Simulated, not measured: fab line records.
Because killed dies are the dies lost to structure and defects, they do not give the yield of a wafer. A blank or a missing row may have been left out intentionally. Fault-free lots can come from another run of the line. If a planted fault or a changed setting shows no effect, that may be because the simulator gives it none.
Which tool did it? | flow gf180mcu | 11 lots with 33 wafers sampled at 6 steps, on a route of 602 steps

== WHAT THE GAUGES SHOWED, per wafer ==
GF_V2_OVL_MEAS_15.
lot  | measured     | on         | V2_OVL (nm)
L967 | day 20 17:49 | overlay-02 | -2 5 -2
L968 | day 20 23:39 | overlay-01 | 18 12 10
L969 | day 21 06:16 | overlay-02 | 1 3 7
L971 | day 22 12:18 | overlay-01 | 0 3 -1
L972 | day 22 23:42 | overlay-02 | 4 8 6
L973 | day 23 07:44 | overlay-01 | 7 10 1
L977 | day 25 01:45 | overlay-01 | 6 1 3
L979 | day 25 06:13 | overlay-01 | -1 5 -6
L981 | day 25 23:11 | overlay-01 | 11 10 4
L988 | day 28 00:09 | overlay-01 | 3 2 3
L989 | day 28 19:16 | overlay-02 | 9 3 13

GF_V2_RS_MEAS_24: uses a four-point probe to measure.
lot  | measured     | on            | V2_W_RS (ohm/sq)
L967 | day 20 18:44 | film metro-03 | 0.325 0.327 0.323
L968 | day 21 00:35 | film metro-02 | 0.330 0.330 0.333
L969 | day 21 07:10 | film metro-02 | 0.325 0.324 0.324
L971 | day 22 13:15 | film metro-01 | 0.329 0.334 0.331
L972 | day 23 00:38 | film metro-03 | 0.326 0.325 0.323
L973 | day 23 08:40 | film metro-02 | 0.321 0.323 0.320
L977 | day 25 02:41 | film metro-03 | 0.332 0.330 0.329
L979 | day 25 07:07 | film metro-02 | 0.327 0.330 0.329
L981 | day 26 00:07 | film metro-01 | 0.325 0.322 0.321
L988 | day 28 01:25 | film metro-01 | 0.318 0.323 0.322
L989 | day 28 20:11 | film metro-02 | 0.326 0.326 0.324

GF_M3_RS_MEAS_05: uses a four-point probe to measure.
lot  | measured     | on            | M3_ALCU_RS (ohm/sq)
L967 | day 20 19:26 | film metro-04 | 0.0709 0.0702 0.0696
L968 | day 21 01:17 | film metro-04 | 0.0697 0.0695 0.0695
L969 | day 21 07:53 | film metro-04 | 0.0705 0.0685 0.0702
L971 | day 22 13:57 | film metro-04 | 0.0688 0.0692 0.0700
L972 | day 23 01:20 | film metro-04 | 0.0695 0.0701 0.0701
L973 | day 23 09:22 | film metro-04 | 0.0685 0.0682 0.0674
L977 | day 25 04:10 | film metro-02 | 0.0693 0.0693 0.0693
L979 | day 25 08:01 | film metro-04 | 0.0694 0.0700 0.0696
L981 | day 26 00:49 | film metro-04 | 0.0698 0.0705 0.0696
L988 | day 28 02:07 | film metro-04 | 0.0691 0.0695 0.0707
L989 | day 28 20:53 | film metro-01 | 0.0700 0.0700 0.0987

GF_M3_THK_MEAS_06: measures by xrf.
lot  | measured     | on            | M3_ALCU_THK (nm)
L967 | day 20 19:34 | film metro-04 | 435 438 445
L968 | day 21 01:24 | film metro-04 | 444 443 445
L969 | day 21 08:00 | film metro-04 | 437 451 439
L971 | day 22 14:04 | film metro-04 | 448 445 442
L972 | day 23 01:28 | film metro-04 | 444 442 439
L973 | day 23 09:28 | film metro-04 | 447 453 453
L977 | day 25 04:16 | film metro-02 | 442 442 444
L979 | day 25 08:08 | film metro-04 | 440 435 438
L981 | day 26 00:55 | film metro-04 | 445 443 447
L988 | day 28 02:14 | film metro-04 | 451 447 441
L989 | day 28 21:00 | film metro-01 | 443 445 316

== EACH LOT AND THE TOOL THAT RAN IT (in order: tool; ch and the chambers of the sampled wafers; start) ==
lot  | GF_V2_ETCH_17                                 | GF_M3_SPUTTER_02
L967 | rie diel-01 ch 0,2,3, day 20 18:44 or earlier | pvd sputter-01, day 20 19:21
L968 | rie diel-02 ch 2,3, day 21 00:35 or earlier   | pvd sputter-04, day 21 01:11
L969 | rie diel-01 ch 1,2,3, day 21 07:10 or earlier | pvd sputter-01, day 21 07:47
L971 | rie diel-02 ch 0,2,3, day 22 13:15 or earlier | pvd sputter-02, day 22 13:52
L972 | rie diel-02 ch 0,1, day 23 00:38 or earlier   | pvd sputter-01, day 23 01:15
L973 | rie diel-03 ch 1,2, day 23 08:40 or earlier   | pvd sputter-04, day 23 09:14
L977 | rie diel-03 ch 1,2,3, day 25 02:41 or earlier | pvd sputter-01, day 25 04:03
L979 | rie diel-01 ch 0,2, day 25 07:07 or earlier   | pvd sputter-02, day 25 07:55
L981 | rie diel-01 ch 0,3, day 26 00:07 or earlier   | pvd sputter-04, day 26 00:42
L988 | rie diel-03 ch 0,1, day 28 01:25 or earlier   | pvd sputter-04, day 28 02:01
L989 | rie diel-01 ch 0,2,3, day 28 20:11 or earlier | pvd sputter-02, day 28 20:47
- GF_V2_ETCH_17: etches SiO2 in C4F8/O2/Ar, stops on TiN, target depth 630 nm.
- GF_M3_SPUTTER_02: material AlCu, target thk 450 nm, time 23.9 s.

== WHAT THE TOOLS THEMSELVES READ (means of the sampled wafers that have a number; where no wafer has one, the mark that the record gives instead) ==
GF_V2_ETCH_17.
lot  | tool        | oes product au (a.u.)
L967 | rie diel-01 | 0.853
L968 | rie diel-02 | 0.856
L969 | rie diel-01 | 0.857
L971 | rie diel-02 | 0.858
L972 | rie diel-02 | 0.857
L973 | rie diel-03 | 0.860
L977 | rie diel-03 | 0.854
L979 | rie diel-01 | 0.856
L981 | rie diel-01 | 0.858
L988 | rie diel-03 | 0.855
L989 | rie diel-01 | 0.855

GF_M3_SPUTTER_02.
lot  | tool           | throttle valve pct (%)
L967 | pvd sputter-01 | 28.6
L968 | pvd sputter-04 | 32.0
L969 | pvd sputter-01 | 29.8
L971 | pvd sputter-02 | 30.4
L972 | pvd sputter-01 | 29.9
L973 | pvd sputter-04 | 32.0
L977 | pvd sputter-01 | 28.6
L979 | pvd sputter-02 | 30.3
L981 | pvd sputter-04 | 31.0
L988 | pvd sputter-04 | 30.6
L989 | pvd sputter-02 | 29.9

== THE ANSWER, worked out from the rows above alone ==
Rule: what is usual is taken from the lots themselves. Put in order of their means at a reading, lots are off if they are a third of the lots or fewer, leave a main group of 4 or more, and stand apart from it by a gap of 3 or more times the standard deviation of the main group's means; of several such gaps the widest counts. If all means in a main group match to the digits the tables above print for the reading, that group is not used. A lot without any number at a reading at which 4 lots or more have one is off too. Any other lot the step has rows for is counted as sound. The gauges are gone through in route order, then the tools' own readings, and for those a lot's mean is taken as printed above. At the first step where some lot is off, the reading lying furthest off is the one used; lots without a number count as furthest.
Off: at GF_M3_RS_MEAS_05 (M3_ALCU_RS), L989. For the main group the mean is 0.0696 ohm/sq and the standard deviation 0.00057.
If a tool, at a process step before that reading, ran all the lots that are off and no sound lot after the first of them, it fits. Gauges at GF_M3_RS_MEAS_05: tried the same way as those tools. Because GF_V2_ETCH_17 lacks a start for some lots, the hours and order of its lots are taken from GF_V2_RS_MEAS_24. Can't be told from this: 3 tools fit, rie diel-01 at GF_V2_ETCH_17, pvd sputter-02 at GF_M3_SPUTTER_02, film metro-01 at GF_M3_RS_MEAS_05.

== WHAT THE SIMULATOR HAD INSERTED ==
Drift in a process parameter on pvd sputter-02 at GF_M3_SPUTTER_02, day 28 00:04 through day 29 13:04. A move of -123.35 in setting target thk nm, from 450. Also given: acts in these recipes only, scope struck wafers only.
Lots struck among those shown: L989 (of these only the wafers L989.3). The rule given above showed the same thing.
